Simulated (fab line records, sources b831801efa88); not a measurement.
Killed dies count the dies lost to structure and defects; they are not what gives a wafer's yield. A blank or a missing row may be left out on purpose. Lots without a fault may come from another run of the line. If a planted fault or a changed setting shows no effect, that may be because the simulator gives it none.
fab line records	flow sky130
[record] lots = 11	wafers = 33	last_day = 50
route steps=708 shown LI_CONTACT@375 LOCAL_INTERCONNECT@387
lots untouched by any fault: they come from a run of this same line in which no faults occurred
start_h: hours from the record's first day to the start of the lot's first wafer shown	wait_h: how many hours have passed since the lot's step before this one	" as in the row above	L1.1+2: several wafers, shown together as one row	- value missing, or start not given	* or withheld: withheld	< > ~ a bound
route shown NAME@n: a module of which the file shows steps, and the number in the route of the first	usual: mean and standard deviation over wafers with no fault	same: alike in all rows	chamber/n: place in a boat	sites: per-site readings	_std_site: their standard deviation	_edge_site: inner sites' mean taken away from outer sites' mean	radius_mm: for every site, how far away it sits from the centre of the wafer	mask NAME#n: copy n	behind: tool/chamber where the wafer was last shaped	hold: reason for holding the lot/hours on hold/outcome of the hold	device: the n, p or np transistor that did not switch	end of line: at the end of the route, the tests of the same wafers	a step without rows: its recipe alone	killed: at the first sort, the dies lost to defects and structure; wafer yield is something else	map: a wafer's dies, x killed, . not, _ none there
set.NAME: the setting the step ran with; set.NAME@STEP: the setting that earlier step ran with	model.NAME: the simulator's own value behind a step, which no gauge read
route steps across a sampled set of lots; one table per step, one row per wafer
services: a tool's chamber out of use, with start hour (start_h, from the record's first day; less than 0 if before it), hours out, and reason
[[steps]]
[step SKY_LI_CONTACT_OVL_MEAS_13]
[usual] LI_CONTACT_OVL = -2/4.4
lot.wafer	tool	chamber	start_h	wait_h	LI_CONTACT_OVL[nm]
L354.1	overlay-02	-	673.83	0.1	5
L354.2	"	-	"	"	1
L354.5	"	-	"	"	4
L355.2	overlay-02	-	683.69	0.1	7
L355.3	"	-	"	"	2
L355.6	"	-	"	"	4
L360.1	overlay-02	-	740.76	0.1	-3
L360.3	"	-	"	"	3
L360.5	"	-	"	"	0
L362.1	overlay-01	-	753.68	0.1	1
L362.3	"	-	"	"	-1
L362.6	"	-	"	"	-5
L363.1	overlay-02	-	758.09	0.1	-10
L363.5	"	-	"	"	-4
L363.6	"	-	"	"	-11
L368.1	overlay-02	-	792.84	0.1	-12
L368.2	"	-	"	"	-5
L368.5	"	-	"	"	-3
L370.1	overlay-02	-	810.54	0.1	-6
L370.2	"	-	"	"	-6
L370.4	"	-	"	"	-6
L374.1	overlay-01	-	831.66	0.1	-2
L374.2	"	-	"	"	-2
L374.3	"	-	"	"	2
L375.1	overlay-01	-	839.23	0.1	-5
L375.4	"	-	"	"	-5
L375.5	"	-	"	"	0
L376.2	overlay-01	-	846.94	0.1	0
L376.4	"	-	"	"	-5
L376.5	"	-	"	"	0
L377.3	overlay-02	-	851.27	0.1	-6
L377.4	"	-	"	"	-4
L377.6	"	-	"	"	-3
[step SKY_LI_CONTACT_CVD_21]
[recipe] material = W	target_thk_nm = 400	time_s = 120.56	temp_c = 400	pressure_torr = 40
[usual] heater_power_w = 882/180
lot.wafer	tool	chamber	start_h	wait_h	heater_power_w
L354.1	cvd_w-02	0	674.43	0.0	842
L354.2	"	1	"	"	767
L354.5	"	0	"	"	835
L355.2	cvd_w-01	1	684.28	0.0	1174
L355.3	"	0	"	"	682
L355.6	"	0	"	"	705
L360.1	cvd_w-02	1	741.36	0.0	773
L360.3	"	0	"	"	821
L360.5	"	1	"	"	798
L362.1	cvd_w-01	0	754.28	0.0	712
L362.3	"	1	"	"	1183
L362.6	"	1	"	"	1177
L363.1	cvd_w-01	0	758.69	0.0	709
L363.5	"	0	"	"	711
L363.6	"	1	"	"	1153
L368.1	cvd_w-02	0	793.46	0.0	838
L368.2	"	1	"	"	790
L368.5	"	0	"	"	841
L370.1	cvd_w-02	1	811.14	0.0	760
L370.2	"	0	"	"	844
L370.4	"	1	"	"	779
L374.1	cvd_w-02	0	832.26	0.0	840
L374.2	"	1	"	"	781
L374.3	"	0	"	"	846
L375.1	cvd_w-01	0	839.83	0.0	701
L375.4	"	0	"	"	701
L375.5	"	0	"	"	698
L376.2	cvd_w-01	0	847.53	0.0	706
L376.4	"	0	"	"	689
L376.5	"	1	"	"	1207
L377.3	cvd_w-02	0	851.90	0.1	816
L377.4	"	1	"	"	769
L377.6	"	0	"	"	851
[step SKY_LI_CONTACT_RS_MEAS_22]
[recipe] thk_meas_gauge = four-point-probe	reads = W_of_LI_CONTACT_CVD_21+TiN_of_LI_CONTACT_SPUTTER_20+Ti_of_LI_CONTACT_SPUTTER_19
[usual] LI_CONTACT_W_RS = 0.282/0.0033
lot.wafer	tool	chamber	start_h	wait_h	LI_CONTACT_W_RS[ohm/sq]
L354.1	film_metro-04	-	674.55	0.1	0.282
L354.2	"	-	"	"	0.279
L354.5	"	-	"	"	0.280
L355.2	film_metro-02	-	684.42	0.1	0.277
L355.3	"	-	"	"	0.281
L355.6	"	-	"	"	0.280
L360.1	film_metro-04	-	741.48	0.1	0.280
L360.3	"	-	"	"	0.282
L360.5	"	-	"	"	0.277
L362.1	film_metro-01	-	754.40	0.1	0.280
L362.3	"	-	"	"	0.272
L362.6	"	-	"	"	0.278
L363.1	film_metro-01	-	758.82	0.1	0.282
L363.5	"	-	"	"	0.284
L363.6	"	-	"	"	0.281
L368.1	film_metro-02	-	793.58	0.1	0.285
L368.2	"	-	"	"	0.279
L368.5	"	-	"	"	0.287
L370.1	film_metro-04	-	811.27	0.1	0.282
L370.2	"	-	"	"	0.286
L370.4	"	-	"	"	0.282
L374.1	film_metro-01	-	832.38	0.1	0.277
L374.2	"	-	"	"	0.278
L374.3	"	-	"	"	0.283
L375.1	film_metro-01	-	839.95	0.1	0.199
L375.4	"	-	"	"	0.198
L375.5	"	-	"	"	0.198
L376.2	film_metro-04	-	847.67	0.1	0.196
L376.4	"	-	"	"	0.197
L376.5	"	-	"	"	0.193
L377.3	film_metro-02	-	852.02	0.1	0.286
L377.4	"	-	"	"	0.284
L377.6	"	-	"	"	0.283
[step SKY_LI_CONTACT_THK_MEAS_23]
[recipe] thk_meas_gauge = xrf	reads = W_of_LI_CONTACT_CVD_21
[usual] LI_CONTACT_W_THK = 411/7.1
lot.wafer	tool	chamber	start_h	wait_h	LI_CONTACT_W_THK[nm]
L354.1	film_metro-04	-	674.67	0.1	410
L354.2	"	-	"	"	417
L354.5	"	-	"	"	414
L355.2	film_metro-02	-	684.53	0.1	427
L355.3	"	-	"	"	415
L355.6	"	-	"	"	419
L360.1	film_metro-04	-	741.60	0.1	406
L360.3	"	-	"	"	404
L360.5	"	-	"	"	409
L362.1	film_metro-01	-	754.52	0.1	418
L362.3	"	-	"	"	431
L362.6	"	-	"	"	420
L363.1	film_metro-01	-	758.94	0.1	413
L363.5	"	-	"	"	412
L363.6	"	-	"	"	417
L368.1	film_metro-02	-	793.70	0.1	404
L368.2	"	-	"	"	416
L368.5	"	-	"	"	404
L370.1	film_metro-04	-	811.39	0.1	403
L370.2	"	-	"	"	398
L370.4	"	-	"	"	402
L374.1	film_metro-01	-	832.50	0.1	425
L374.2	"	-	"	"	421
L374.3	"	-	"	"	415
L375.1	film_metro-01	-	840.07	0.1	-
L375.4	"	-	"	"	-
L375.5	"	-	"	"	-
L376.2	film_metro-04	-	847.78	0.1	-
L376.4	"	-	"	"	-
L376.5	"	-	"	"	-
L377.3	film_metro-02	-	852.12	0.1	404
L377.4	"	-	"	"	407
L377.6	"	-	"	"	408
[step SKY_LI_CONTACT_CMP_24]
[recipe] stop_on = PSG	t_overpolish_s = 20	down_force_psi = 3.5	platen_rpm = 60	target_thk_nm = 0	pad_velocity_m_s = 0.94248
[usual] motor_current_A = 10.6/1.5	time_to_endpoint_s = 99/3.5
lot.wafer	tool	chamber	start_h	wait_h	motor_current_A	time_to_endpoint_s
L354.1	cmp-01	2	674.73	0.1	8.3	97
L354.2	"	1	"	"	9.3	95
L354.5	"	3	"	"	11.5	93
L355.3	cmp-01	2	684.68	0.1	8.0	99
L355.2	"	3	"	"	11.8	95
L355.6	"	1	"	"	9.6	99
L360.1	cmp-02	3	741.66	0.1	10.6	95
L360.3	"	1	"	"	11.6	99
L360.5	"	3	"	"	10.8	98
L362.1	cmp-02	2	754.68	0.1	12.4	98
L362.3	"	3	"	"	10.8	97
L362.6	"	1	"	"	11.5	102
L363.1	cmp-01	2	759.05	0.1	7.8	102
L363.5	"	1	"	"	9.2	102
L363.6	"	2	"	"	8.4	102
L368.2	cmp-01	0	793.86	0.1	12.3	99
L368.1	"	1	"	"	9.6	95
L368.5	"	2	"	"	8.0	95
L370.1	cmp-02	3	811.45	0.1	11.2	95
L370.2	"	0	"	"	9.4	93
L370.4	"	2	"	"	11.5	95
L374.3	cmp-02	0	832.56	0.0	9.1	101
L374.1	"	2	"	"	12.2	106
L374.2	"	3	"	"	10.5	100
L375.1	cmp-02	3	840.13	0.1	10.3	139
L375.4	"	1	"	"	12.1	144
L375.5	"	0	"	"	9.3	140
L376.4	cmp-01	2	847.83	0.0	7.5	145
L376.2	"	3	"	"	11.2	139
L376.5	"	3	"	"	11.5	141
L377.4	cmp-02	0	852.16	0.0	9.3	94
L377.3	"	2	"	"	12.1	97
L377.6	"	1	"	"	11.4	97
[step SKY_LOCAL_INTERCONNECT_SPUTTER_00]
[recipe] material = TiN	target_thk_nm = 100	temp_c = 300	power_w = 6500	time_s = 83.3	chamber_pressure_pa = 0.4
[usual] throttle_valve_pct = 30.2/0.72
lot.wafer	tool	chamber	start_h	wait_h	throttle_valve_pct
L354.1	pvd_sputter-04	-	675.03	0.2	29.7
L354.2	"	-	"	"	30.9
L354.5	"	-	"	"	30.8
L355.2	pvd_sputter-04	-	684.88	0.1	29.9
L355.3	"	-	"	"	30.7
L355.6	"	-	"	"	29.7
L360.1	pvd_sputter-02	-	741.96	0.2	30.1
L360.3	"	-	"	"	29.6
L360.5	"	-	"	"	30.0
L362.1	pvd_sputter-04	-	754.88	0.1	30.7
L362.3	"	-	"	"	29.8
L362.6	"	-	"	"	30.5
L363.1	pvd_sputter-02	-	759.30	0.2	29.7
L363.5	"	-	"	"	29.8
L363.6	"	-	"	"	29.6
L368.1	pvd_sputter-01	-	794.06	0.1	30.7
L368.2	"	-	"	"	29.0
L368.5	"	-	"	"	30.3
L370.1	pvd_sputter-02	-	811.75	0.2	29.8
L370.2	"	-	"	"	31.2
L370.4	"	-	"	"	29.4
L374.1	pvd_sputter-04	-	832.86	0.1	29.7
L374.2	"	-	"	"	30.5
L374.3	"	-	"	"	29.9
L375.1	pvd_sputter-01	-	840.43	0.2	30.4
L375.4	"	-	"	"	31.8
L375.5	"	-	"	"	30.7
L376.2	pvd_sputter-04	-	848.13	0.2	29.9
L376.4	"	-	"	"	29.9
L376.5	"	-	"	"	30.4
L377.3	pvd_sputter-01	-	852.46	0.1	30.1
L377.4	"	-	"	"	30.7
L377.6	"	-	"	"	29.0
[step SKY_LOCAL_INTERCONNECT_METAL_ETCH_14]
[recipe] target_depth_nm = 110	stop_on = PSG	chemistry = Cl2/BCl3	target = TiN	resist_sidewall_deg = 88	pressure_mtorr = 10	icp_w = 900	bias_w = 48.5	Cl2_flow_sccm = 60	bcl3_flow_sccm = 30	time_s = 31.4
[usual] chamber_pressure_mTorr = 10.001/0.0089	drypump_motor_current_A = 5.7/0.48	he_backside_leak_sccm = 3.27/0.22	oes_product_au = 0.942/0.0058	rf_fwd_power_W = 891/3.3	throttle_valve_pct = 21.902/0.01
lot.wafer	tool	chamber	start_h	wait_h	chamber_pressure_mTorr	drypump_motor_current_A	he_backside_leak_sccm	oes_product_au	rf_fwd_power_W	rf_hours_counter_h	throttle_valve_pct
L354.1	rie_metal-03	1	703.22	0.1	10.010	5.1	3.21	0.945	897	4	21.901
L354.2	"	1	"	"	10.002	5.1	3.23	0.941	893	-	21.899
L354.5	"	1	"	"	10.003	5.1	3.25	0.943	892	-	21.925
L355.2	rie_metal-04	1	712.99	0.0	10.003	6.5	2.94	0.949	886	13	21.896
L355.3	"	1	"	"	9.990	6.5	3.18	0.945	888	-	21.883
L355.6	"	1	"	"	9.994	6.5	3.19	0.941	882	-	21.908
L360.1	rie_metal-02	0	768.96	0.0	10.006	6.1	3.61	0.947	885	2	21.877
L360.3	"	1	"	"	10.000	5.3	3.80	0.952	894	-	21.908
L360.5	"	1	"	"	10.014	5.3	3.68	0.948	891	-	21.888
L362.1	rie_metal-02	0	782.51	0.0	10.005	6.1	3.51	0.940	884	3	21.910
L362.3	"	0	"	"	9.996	6.1	3.33	0.945	885	-	21.885
L362.6	"	1	"	"	9.992	5.3	3.51	0.949	892	-	21.885
L363.1	rie_metal-03	1	786.64	0.0	9.989	5.1	3.20	0.940	888	7	21.913
L363.5	"	0	"	"	9.991	5.8	3.17	0.930	889	-	21.902
L363.6	"	1	"	"	9.991	5.1	3.40	0.940	886	-	21.896
L368.1	rie_metal-04	1	820.86	0.0	9.996	6.5	3.01	0.945	888	2	21.905
L368.2	"	0	"	"	9.983	5.7	2.92	0.947	890	14	21.901
L368.5	"	1	"	"	9.992	6.5	3.07	0.937	889	-	21.908
L370.1	rie_metal-03	0	838.21	0.0	9.985	5.8	2.89	0.945	895	5	21.894
L370.2	"	1	"	"	10.000	5.1	2.93	0.947	891	9	21.897
L370.4	"	1	"	"	10.014	5.1	3.14	0.954	889	-	21.911
L374.1	rie_metal-04	0	859.36	0.0	10.002	5.7	2.97	0.948	885	15	21.900
L374.2	"	1	"	"	9.995	6.5	3.21	0.936	890	3	21.890
L374.3	"	1	"	"	10.013	6.5	3.02	0.950	892	-	21.894
L375.1	rie_metal-03	0	866.46	0.0	10.017	5.8	3.48	0.938	894	5	21.899
L375.4	"	1	"	"	9.977	5.1	3.26	0.937	890	-	21.911
L375.5	"	1	"	"	9.992	5.1	3.13	0.936	888	-	21.898
L376.2	rie_metal-03	0	874.69	0.0	10.006	5.8	3.29	0.937	894	6	21.891
L376.4	"	1	"	"	9.999	5.1	3.47	0.943	896	-	21.898
L376.5	"	0	"	"	10.020	5.8	3.24	0.938	894	-	21.902
L377.3	rie_metal-04	1	878.06	0.0	10.003	6.4	3.21	0.947	892	-	21.910
L377.4	"	0	"	"	10.005	5.7	3.16	0.940	893	-	21.885
L377.6	"	0	"	"	10.009	5.7	3.24	0.938	887	-	21.898
[[services]]
tool	chamber	start_h	hours	kind
cmp-01	-	662.21	0.8	repair
cmp-01	-	666.01	5.6	repair
rie_metal-03	-	669.20	2.8	pm
pvd_sputter-02	-	674.61	6.4	repair
cvd_w-01	0	689.52	2.9	repair
cmp-02	-	744.00	4.0	pm
cmp-02	-	748.00	-	consumable_replace:conditioner
cmp-02	-	748.00	-	consumable_replace:pad
rie_metal-04	-	755.96	0.3	repair
cvd_w-01	0	761.04	7.4	repair
cmp-01	-	764.10	0.4	repair
cmp-02	-	771.41	3.8	repair
rie_metal-04	-	773.53	0.4	repair
pvd_sputter-04	-	775.92	5.5	repair
pvd_sputter-04	-	816.93	2.1	repair
cmp-01	-	830.80	5.8	pm
pvd_sputter-02	-	832.51	12.7	repair
rie_metal-03	-	836.44	1.1	repair
pvd_sputter-01	-	845.03	0.9	repair
cmp-02	-	855.98	0.7	repair
pvd_sputter-01	-	860.96	2.1	repair
cvd_w-02	1	861.99	4.1	repair
cmp-01	-	862.67	0.3	repair
cvd_w-01	-	871.17	0.2	repair
[[key]]
[first_sign] step = SKY_LI_CONTACT_RS_MEAS_22	reading = LI_CONTACT_W_RS	direction = down	sigmas = 26	usual = 0.282	struck = 0.197
[effect] step = SKY_LI_CONTACT_THK_MEAS_23	reading = LI_CONTACT_W_THK	direction = missing
[effect] step = SKY_LI_CONTACT_CMP_24	reading = time_to_endpoint_s	direction = up	sigmas = 12	usual = *	struck = *
met_at SKY_LI_CONTACT_CVD_21
struck_lots L375,L376
tester_left_out L375,L376
not_acting_at SKY_LI_CONTACT_OVL_MEAS_13,SKY_LOCAL_INTERCONNECT_SPUTTER_00,SKY_LOCAL_INTERCONNECT_METAL_ETCH_14
onset_between 758.69 839.83
[fault] kind = process_parameter_drift	tool = cvd_w-01	chamber = -	onset_h = 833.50	steps = SKY_LI_CONTACT_CVD_21	channel = target_thk_nm	offset = 175.65	shape = step	end_h = 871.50	acts_in = these_recipes_only	stated = 400
// tester_left_out: of these lots the tester's yield and bins aren't shown, on N5 and GAA mostly nor the transistor test; their killed dies are dies lost to structure and defects alone, not to doping, threshold or leakage, so they don't give the yield
